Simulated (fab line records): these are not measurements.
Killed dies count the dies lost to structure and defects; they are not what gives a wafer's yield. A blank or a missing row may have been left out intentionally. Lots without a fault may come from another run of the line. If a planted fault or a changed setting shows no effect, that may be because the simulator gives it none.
Matching of chambers | flow gf180mcu | GF_V4_CMP_26 on cmp-02: 4 sister chambers
The step polishes, stops on SiO2, t overpolish 15 s, target thk 0 nm. 16 wafers are shown with their chamber, then 8 later ones without.

WAFERS, EACH WITH ITS CHAMBER
wafer  | chamber | motor current A (A) | time to endpoint s (s) | overpolish run s (s)
L444.2 | 0       | 10.7                | 78                     | 14.988
L444.4 | 2       | 12.7                | 78                     | 14.997
L444.5 | 2       | 12.8                | 80                     | 14.995
L447.3 | 0       | 11.1                | 82                     | 14.999
L447.4 | 1       | 10.9                | 82                     | 14.997
L447.6 | 0       | 11.4                | 81                     | 14.997
L448.2 | 1       | 11.5                | 86                     | 14.987
L448.3 | 3       | 10.2                | 86                     | 14.992
L448.6 | 1       | 11.3                | 86                     | 14.983
L455.1 | 0       | 11.2                | 85                     | 14.987
L455.5 | 3       | 10.1                | 87                     | 14.996
L455.6 | 2       | 12.5                | 86                     | 15.001
L464.1 | 1       | 10.8                | 86                     | 14.989
L464.2 | 2       | 13.3                | 85                     | 14.993
L464.4 | 3       | 10.5                | 85                     | 14.990
L465.1 | 2       | 12.4                | 84                     | 14.999

SIGNATURES (averages over the wafers above)
reading            | chamber 0 | chamber 1 | chamber 2 | chamber 3 | scatter within a chamber
motor current A    | 11.100    | 11.125    | 12.740    | 10.267    | 0.312
time to endpoint s | 81.50     | 85.00     | 82.60     | 86.00     | 2.68
overpolish run s   | 14.99275  | 14.98900  | 14.99700  | 14.99267  | 0.00479
Rule: a wafer's distance from a chamber is the root of the sum, over the readings, of the square of ((its reading less the chamber's mean) divided by the reading's scatter). If the next closest chamber is less than 2 further off than the closest, the wafer can't be placed; otherwise it belongs to the closest. How the scatter is found: for the shown wafers, subtract from each reading the mean of its chamber, square and add these, divide the total by (wafers less chambers), then take the root.

WAFERS MISSING THEIR CHAMBER
wafer  | motor current A (A) | time to endpoint s (s) | overpolish run s (s)
L465.2 | 9.8                 | 82                     | 15.004
L465.5 | 11.1                | 84                     | 14.998
L466.2 | 11.3                | 87                     | 14.999
L466.4 | 13.2                | 86                     | 15.000
L466.5 | 11.1                | 82                     | 14.994
L467.4 | 10.6                | 81                     | 14.994
L467.5 | 11.1                | 86                     | 15.003
L467.6 | 10.9                | 80                     | 14.988

WHICH CHAMBER EACH WENT THROUGH
wafer  | from the rows above          | in truth
L465.2 | can't be placed: 3 or 0      | 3
L465.5 | can't be placed: 0 or 1 or 3 | 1
L466.2 | can't be placed: 1 or 0 or 3 | 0
L466.4 | 2                            | 2
L466.5 | can't be placed: 0 or 1      | 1
L467.4 | can't be placed: 0 or 3 or 1 | 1
L467.5 | can't be placed: 0 or 1 or 3 | 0
L467.6 | can't be placed: 0 or 1 or 3 | 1
Correct placement for 1 of the 8. These rows do not allow placing 7 (true chamber among the candidates in 7). Number placed wrongly: 0.
